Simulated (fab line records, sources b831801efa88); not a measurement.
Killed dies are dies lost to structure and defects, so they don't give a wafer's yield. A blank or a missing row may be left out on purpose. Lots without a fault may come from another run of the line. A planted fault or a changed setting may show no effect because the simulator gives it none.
Which tool did it? | flow sky130 | 11 lots, 33 wafers sampled, at 2 steps of a route of 708

WHAT THE GAUGES READ, wafer by wafer
SKY_CONTACT_RS_MEAS_25: measures by four-point-probe.
lot  | measured     | on            | CONTACT_W_RS (ohm/sq)
L127 | day 33 08:41 | film_metro-01 | 0.335 0.337 0.335
L128 | day 33 09:25 | film_metro-04 | 0.336 0.336 0.341
L129 | day 33 17:20 | film_metro-04 | 0.341 0.338 0.340
L132 | day 34 16:19 | film_metro-02 | 0.340 0.341 0.337
L135 | day 35 11:14 | film_metro-02 | 0.495 0.336 0.487
L136 | day 36 09:50 | film_metro-01 | 0.340 0.337 0.343
L137 | day 36 11:40 | film_metro-01 | 0.337 0.334 0.336
L138 | day 36 13:49 | film_metro-02 | 0.484 0.333 0.490
L144 | day 39 01:40 | film_metro-02 | 0.339 0.331 0.334
L145 | day 39 02:04 | film_metro-01 | 0.333 0.330 0.332
L146 | day 39 04:39 | film_metro-02 | 0.334 0.333 0.337

WHICH TOOL RAN EACH LOT (tool, then ch and the chambers of the sampled wafers, then the start)
lot  | SKY_CONTACT_CVD_24
L127 | cvd_w-01 ch 0,1, day 33 08:35
L128 | cvd_w-01 ch 0,1, day 33 09:16
L129 | cvd_w-02 ch 0,1, day 33 17:11
L132 | cvd_w-02 ch 0,1, day 34 16:12
L135 | cvd_w-01 ch 0,1, day 35 11:08
L136 | cvd_w-02 ch 0,1, day 36 09:43
L137 | cvd_w-02 ch 0,1, day 36 11:32
L138 | cvd_w-01 ch 0,1, day 36 13:42
L144 | cvd_w-01 ch 0,1, day 39 01:34
L145 | cvd_w-01 ch 1, day 39 01:56
L146 | cvd_w-01 ch 0,1, day 39 04:31
- SKY_CONTACT_CVD_24: deposits W, target thk 340 nm, time 102.12 s.

THE ANSWER, worked out from the rows above alone
Rule: what is usual is taken from the lots themselves. Put in order of their means at a reading, lots are off if they are a third of the lots or fewer, leave a main group of 4 or more, and stand apart from it by a gap of 3 or more times the standard deviation of the main group's means; of several such gaps the widest counts. A main group whose means are all the same, to the digits that the tables above print for the reading, isn't used. A lot without any number at a reading at which 4 lots or more have one is off too. The other lots that the step has rows for count as sound.
Off: L135, L138, at SKY_CONTACT_RS_MEAS_25 (CONTACT_W_RS). The main group: mean 0.337 ohm/sq, standard deviation 0.0026.
A tool fits if, at a process step before that reading, it ran every lot that is off, and no sound lot after the first of them. The gauges at SKY_CONTACT_RS_MEAS_25 are tried like those tools. None of those tried fits.

WHAT THE SIMULATOR HAD PUT IN
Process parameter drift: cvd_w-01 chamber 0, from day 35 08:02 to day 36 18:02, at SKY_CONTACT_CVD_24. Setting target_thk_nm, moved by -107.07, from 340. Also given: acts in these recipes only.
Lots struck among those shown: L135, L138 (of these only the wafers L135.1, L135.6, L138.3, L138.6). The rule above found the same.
